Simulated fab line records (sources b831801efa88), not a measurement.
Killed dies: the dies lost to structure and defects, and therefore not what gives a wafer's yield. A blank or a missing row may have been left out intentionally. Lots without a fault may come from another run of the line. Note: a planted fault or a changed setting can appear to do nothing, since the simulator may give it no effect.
Chamber matching :: flow gf180mcu :: GF_STI_ETCH_14 on rie si-01: 4 sister chambers
The step etches Si in HBr/Cl2/O2, target depth 360 nm, time 102.9 s. 8 wafers are shown with their chamber, then 7 later ones without.

== WAFERS, EACH WITH ITS CHAMBER ==
wafer: L516.1
chamber: 0
drypump motor current A (A): 4.9
oes product au (a.u.): 0.998

wafer: L520.3
chamber: 0
drypump motor current A (A): 4.9
oes product au (a.u.): 0.996

wafer: L520.5
chamber: 2
drypump motor current A (A): 5.8
oes product au (a.u.): 0.991

wafer: L522.1
chamber: 1
drypump motor current A (A): 5.4
oes product au (a.u.): 0.994

wafer: L522.4
chamber: 2
drypump motor current A (A): 5.8
oes product au (a.u.): 1.002

wafer: L522.6
chamber: 1
drypump motor current A (A): 5.5
oes product au (a.u.): 0.996

wafer: L525.1
chamber: 3
drypump motor current A (A): 5.8
oes product au (a.u.): 1.011

wafer: L525.4
chamber: 3
drypump motor current A (A): 5.8
oes product au (a.u.): 0.999

== WAFERS MISSING THEIR CHAMBER ==
wafer: L525.6
drypump motor current A (A): 5.8
oes product au (a.u.): 1.000

wafer: L533.1
drypump motor current A (A): 5.4
oes product au (a.u.): 0.984

wafer: L533.4
drypump motor current A (A): 4.9
oes product au (a.u.): 0.995

wafer: L533.6
drypump motor current A (A): 5.5
oes product au (a.u.): 0.999

wafer: L535.1
drypump motor current A (A): 5.8
oes product au (a.u.): 0.989

wafer: L535.2
drypump motor current A (A): 5.8
oes product au (a.u.): 1.002

wafer: L535.5
drypump motor current A (A): 5.8
oes product au (a.u.): 1.000

== CHAMBER TAKEN BY EACH ==
wafer: L525.6
from the rows above: can't be placed: 2 or 3
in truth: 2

wafer: L533.1
from the rows above: 1
in truth: 1

wafer: L533.4
from the rows above: 0
in truth: 0

wafer: L533.6
from the rows above: 1
in truth: 1

wafer: L535.1
from the rows above: can't be placed: 2 or 3
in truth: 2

wafer: L535.2
from the rows above: can't be placed: 3 or 2
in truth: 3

wafer: L535.5
from the rows above: can't be placed: 2 or 3
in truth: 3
Placed correctly: 3 of 7. From these rows, 4 cannot be placed; in 4 the true chamber is one of the candidates. Placed wrongly: 0.
How it was worked out, from the rows above alone: a wafer's distance from a chamber is the root of the sum, over the readings, of the square of ((its reading less the chamber's mean) divided by the reading's scatter). The wafer belongs to the nearest chamber; if the next one is less than 2 further off, it can't be placed. Each chamber's mean is taken over the wafers shown for it. The scatter: the root of (the sum of the squares of (reading less its chamber's mean) over the shown wafers, divided by (wafers less chambers)).
